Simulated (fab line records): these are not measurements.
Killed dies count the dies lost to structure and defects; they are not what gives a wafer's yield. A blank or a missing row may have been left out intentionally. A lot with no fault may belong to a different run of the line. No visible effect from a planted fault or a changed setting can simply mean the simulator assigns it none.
Struck lot and sound lot, side by side | flow sky130 | 22 out of 708 route steps
Sound: wafers L126.1, L126.3, L126.6. Struck: wafers L134.2, L134.5, L134.6. Last of all comes the cause.
For every step that has rows: the tool of each side, followed by ch and its chambers, followed by its first start. Under that, the readings that differ: sound wafers | struck wafers | difference of the means | sigmas: that difference in standard deviations of wafers without a fault.
alike: readings whose means differ by less than 2 such deviations, and words and numbers that are the same on both sides. not compared: withheld readings, readings that some wafer has no value for, bounds like >300 that may hide the same value, and numbers for which the record gives no deviation and whose values overlap.
The two part at a step that has a row with sigmas, a row that says differs or no value, or rows on one side only. Numbers that have no deviation but don't overlap get no sigmas and don't part them. Lack of a reading on every wafer of one side parts them only where that side has two or more wafers.

first, 8 steps without rows for these wafers: SKY_DNWELL_DEHYDRATE_00 (time 60 s); SKY_DNWELL_HMDS_01 (prime time 60 s); SKY_DNWELL_COAT_02 (resist thk 3000 nm); SKY_DNWELL_SOFTBAKE_03; SKY_DNWELL_EXPOSE_04 (exposes mask DNM, target cd 3000 nm); SKY_DNWELL_PEB_05; SKY_DNWELL_DEVELOP_06 (develop time 60 s); SKY_DNWELL_IMPLANT_07.
SKY_DNWELL_STRIP_08: strips in O2/N2.
  sound on plasma asher-03 ch 0,1, day 3 08:23; struck on plasma asher-02 ch 0,1, day 5 13:11
  alike: drypump motor current A, oes product au, strip time to endpoint s
  not compared: rf hours counter h
SKY_DNWELL_TW_MEAS_09:
  sound on film metro-02, day 3 08:29; struck on film metro-04, day 5 13:17
  alike: DNWELL_TW
then, 2 steps without rows for these wafers: SKY_PWDE_DEHYDRATE_00 (time 60 s); SKY_PWDE_HMDS_01 (prime time 60 s).
SKY_PWDE_COAT_02: resist thk 3000 nm.
  sound on litho track-02 ch 0, day 3 15:44; struck on litho track-03 ch 0, day 5 21:34
  reading                                | sound          | struck         | difference | sigmas
  model.coat_of_PWDE_COAT_02.thk nm (nm) | 3015 3012 3022 | 3092 3095 3085 | +74        |
then, 3 steps without rows for these wafers: SKY_PWDE_SOFTBAKE_03; SKY_PWDE_EXPOSE_04 (exposes mask PWDEM, target cd 840 nm); SKY_PWDE_PEB_05.
SKY_PWDE_DEVELOP_06: develop time 60 s.
  sound: litho track-02 ch 0; struck: litho track-02 ch 0
  reading                                | sound          | struck         | difference | sigmas
  model.coat_of_PWDE_COAT_02.thk nm (nm) | 3011 3008 3017 | 3087 3090 3081 | +74        |
SKY_PWDE_OVL_MEAS_07:
  sound on overlay-01, day 4 00:29; struck on overlay-01, day 6 06:47
  alike: PWDE_OVL
following that, these wafers have no rows for 1 step: SKY_PWDE_IMPLANT_08.
SKY_PWDE_STRIP_09: strips in O2/N2.
  sound on plasma asher-03 ch 0, day 4 00:40; struck on plasma asher-04 ch 0,1, day 6 06:58
  reading                      | sound             | struck            | difference | sigmas
  strip time to endpoint s (s) | 37.09 37.06 37.17 | 37.96 37.97 37.87 | +0.83      | +8
  alike: drypump motor current A, oes product au
  not compared: rf hours counter h
SKY_PWDE_TW_MEAS_10:
  sound on film metro-04, day 4 00:46; struck on film metro-04, day 6 07:05
  alike: PWDE_TW
-- the record jumps here: 42 days lie between the struck wafers' starts before and after (it left off in module PWDE and takes up again in module PAD_OPEN, whose first step shown is number 708 of the route) --
SKY_PAD_OPEN_PROBE_99:
  sound on prober-02, day 45 17:51; struck on prober-02, day 48 08:21
  reading                                   | sound             | struck            | difference | sigmas
  model.etest.res_p_drift_20v.width nm (nm) | 829.4 827.2 829.7 | 815.7 807.9 821.7 | -13.7      |
  alike: killed_at_M0_to_M3, killed_at_M4_up, killed at contacts, killed at front end, killed at other, killed dies, killed open, killed short

== WHERE THEY PART ==
Only at SKY_PWDE_STRIP_09, within this record. Later steps at which nothing parts them and some readings are alike: SKY_PWDE_TW_MEAS_10, SKY_PAD_OPEN_PROBE_99.

WHY: whatever the simulator had introduced
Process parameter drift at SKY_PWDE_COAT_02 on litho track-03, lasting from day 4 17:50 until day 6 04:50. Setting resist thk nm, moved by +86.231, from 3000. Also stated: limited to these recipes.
